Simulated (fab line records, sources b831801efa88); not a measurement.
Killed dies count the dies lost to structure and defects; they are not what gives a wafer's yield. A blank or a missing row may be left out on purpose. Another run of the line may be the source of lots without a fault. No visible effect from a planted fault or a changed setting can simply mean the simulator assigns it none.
Which tool is to blame? | flow sky130 | Sampling: 11 lots, 32 wafers, 2 of 708 route steps

== WHAT THE GAUGES SHOWED, per wafer ==
SKY_METAL2_OVL_MEAS_16.
lot  | measured     | on         | METAL2_OVL (nm)
L397 | day 35 02:23 | overlay-02 | 8 8 11
L398 | day 35 20:08 | overlay-01 | 5 1 -2
L403 | day 37 21:11 | overlay-02 | -2 -2 -4
L405 | day 38 12:43 | overlay-02 | 7 9 7
L406 | day 38 22:32 | overlay-01 | -11 -9 -9
L407 | day 39 02:11 | overlay-02 | 2 4 3
L412 | day 40 19:05 | overlay-01 | -3 0 -7
L409 | day 40 19:23 | overlay-01 | 2 5 5
L408 | day 40 23:49 | overlay-01 | -6 -1 -7
L413 | day 41 01:54 | overlay-02 | 6 -1
L419 | day 42 19:26 | overlay-01 | 3 1 -4

== WHAT TOOL EACH LOT RAN ON (gives the tool, then ch and the chambers of the sampled wafers, and finally the start) ==
lot  | SKY_CONTACT_SPUTTER_23
L397 | pvdSputter-03, day 31 20:10
L398 | pvdSputter-02, day 32 12:26
L403 | pvdSputter-01, day 34 11:25
L405 | pvdSputter-02, day 35 05:58
L406 | pvdSputter-03, day 35 11:33
L407 | pvdSputter-03, day 35 17:55
L412 | pvdSputter-02, day 37 12:53
L409 | pvdSputter-03, day 37 13:14
L408 | pvdSputter-01, day 37 17:51
L413 | pvdSputter-01, day 37 19:29
L419 | pvdSputter-02, day 39 14:25
- SKY_CONTACT_SPUTTER_23: material TiN, target thk 20 nm, time 80 s.

== THE ANSWER, worked out from the rows above alone ==
Rule: usual is defined by the lots themselves. The widest of any qualifying gaps counts: lots, ordered by their means at a reading, are off when they make up no more than a third of the lots, leave a main group of 4 or more, and stand apart from it by 3 or more times the standard deviation of that group's means. Not used: any main group whose means are identical at the precision the tables above print for the reading. A lot without any number at a reading at which 4 lots or more have one is off too. The other lots that the step has rows for count as sound.
No lot is off on any of the readings shown, so nothing can be concluded from this.

== WHAT THE SIMULATOR PUT IN ==
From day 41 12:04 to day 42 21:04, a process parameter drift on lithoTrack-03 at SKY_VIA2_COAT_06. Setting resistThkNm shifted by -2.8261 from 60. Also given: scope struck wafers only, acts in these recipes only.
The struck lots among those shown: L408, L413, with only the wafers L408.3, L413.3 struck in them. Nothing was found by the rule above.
